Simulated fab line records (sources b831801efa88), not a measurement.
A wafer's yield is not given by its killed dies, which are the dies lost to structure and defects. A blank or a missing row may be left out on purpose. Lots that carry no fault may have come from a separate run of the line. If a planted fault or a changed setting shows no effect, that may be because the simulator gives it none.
Which tool did it?	flow gf180mcu	18 wafers from 6 lots sampled at 2 of the route's 602 steps

## WHAT EACH GAUGE READ, for each wafer
GF_M5_CD_MEAS_07 targets a cd of 280 nm.
lot	measured	on	cdNm (nm)
L192	day 27 10:29	cdSem-02	278.7 277.2 278.7
L195	day 28 02:46	cdSem-01	278.3 280.4 279.1
L197	day 28 20:02	cdSem-02	280.0 279.9 280.9
L200	day 29 14:43	cdSem-02	279.6 278.8 279.1
L204	day 30 23:55	cdSem-02	277.8 279.4 278.8
L210	day 32 09:05	cdSem-01	341.6 339.1 340.1 341.3 339.0 340.8

## TOOL THAT RAN EACH LOT (tool first, then ch and the chambers of the sampled wafers, then the start)
lot	GF_M5_EXPOSE_04
L192	krfScanner-02 ch 0, day 27 00:28
L195	krfScanner-01 ch 0, day 27 16:46
L197	krfScanner-02 ch 0, day 28 10:14
L200	krfScanner-01 ch 0, day 29 05:28
L204	krfScanner-02 ch 0, day 30 15:13
L210	krfScanner-02 ch 0, day 32 00:28
- GF_M5_EXPOSE_04: exposes mask Metal5, target cd 280 nm.

## THE ANSWER, worked out from the rows above alone
Rule: the usual values come from the lots themselves. The widest of any qualifying gaps counts: lots, ordered by their means at a reading, are off when they make up no more than a third of the lots, leave a main group of 4 or more, and stand apart from it by 3 or more times the standard deviation of that group's means. If all means in a main group match to the digits the tables above print for the reading, that group is not used. Also off: a lot with no number at a reading for which 4 or more lots have one. Where the step has rows for the other lots, those lots are counted as sound.
Off at GF_M5_CD_MEAS_07 (cdNm): L210. For the main group the mean is 279.1 nm and the standard deviation 0.69.
If a tool, at a process step before that reading, ran all the lots that are off and no sound lot after the first of them, it fits. The gauges at GF_M5_CD_MEAS_07 are tried like those tools. Undecided on this evidence; 2 tools fit (krfScanner-02 at GF_M5_EXPOSE_04, cdSem-01 at GF_M5_CD_MEAS_07).

## WHAT THE SIMULATOR HAD INSERTED
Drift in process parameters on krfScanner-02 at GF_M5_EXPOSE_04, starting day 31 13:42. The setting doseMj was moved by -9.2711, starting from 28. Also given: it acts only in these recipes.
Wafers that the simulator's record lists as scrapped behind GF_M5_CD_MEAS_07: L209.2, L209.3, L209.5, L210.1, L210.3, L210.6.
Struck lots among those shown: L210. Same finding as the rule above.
